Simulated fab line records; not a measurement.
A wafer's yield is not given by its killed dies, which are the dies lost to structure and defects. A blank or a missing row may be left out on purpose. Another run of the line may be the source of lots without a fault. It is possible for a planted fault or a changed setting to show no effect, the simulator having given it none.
Chamber matching    flow sky130    SKY_VIA1_CMP_24 on cmp-02: 4 sister chambers
The step polishes, stops on SiO2, t overpolish 15 s, target thk 0 nm. 8 wafers are shown with their chamber, then 8 later ones without.

WAFERS WITH THEIR CHAMBER
wafer   chamber  motorCurrentA (A)  timeToEndpointS (s)
L415.6  2        11.0               63.5
L425.1  0        10.4               64.0
L425.3  3        10.1               67.1
L425.4  1        11.1               66.4
L427.1  0        10.2               65.4
L427.4  2        11.0               63.8
L427.6  1        11.4               63.8
L430.2  3        10.5               64.2

WAFERS WITHOUT THEIR CHAMBER
wafer   motorCurrentA (A)  timeToEndpointS (s)
L430.5  10.1               62.8
L430.6  10.6               63.4
L431.1  11.3               66.7
L431.4  11.0               66.2
L431.6  10.6               65.5
L433.2  11.0               66.0
L433.4  10.8               66.2
L433.5  11.2               66.0

WHICH CHAMBER EACH ONE RAN IN
wafer   from the rows above                in truth
L430.5  can't be placed: 0 or 3            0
L430.6  can't be placed: 0 or 2 or 3 or 1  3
L431.1  can't be placed: 1 or 2            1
L431.4  can't be placed: 1 or 2            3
L431.6  can't be placed: 3 or 0 or 2 or 1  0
L433.2  can't be placed: 1 or 2            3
L433.4  can't be placed: 2 or 1 or 3 or 0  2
L433.5  can't be placed: 1 or 2            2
Correct placement for 0 of the 8. Can't be placed from these rows: 8 (the true chamber is among the candidates in 6). Wrongly placed: 0.
How it was worked out, from the rows above alone: a wafer's distance from a chamber is the root of the sum, over the readings, of the square of ((its reading less the chamber's mean) divided by the reading's scatter). If the next closest chamber is less than 2 further off than the closest, the wafer can't be placed; otherwise it belongs to the closest. For every chamber, the mean is computed from those of its wafers that are shown. The scatter is the square root of a quotient: the sum, over the shown wafers, of each reading's squared deviation from its chamber's mean, divided by wafers minus chambers.
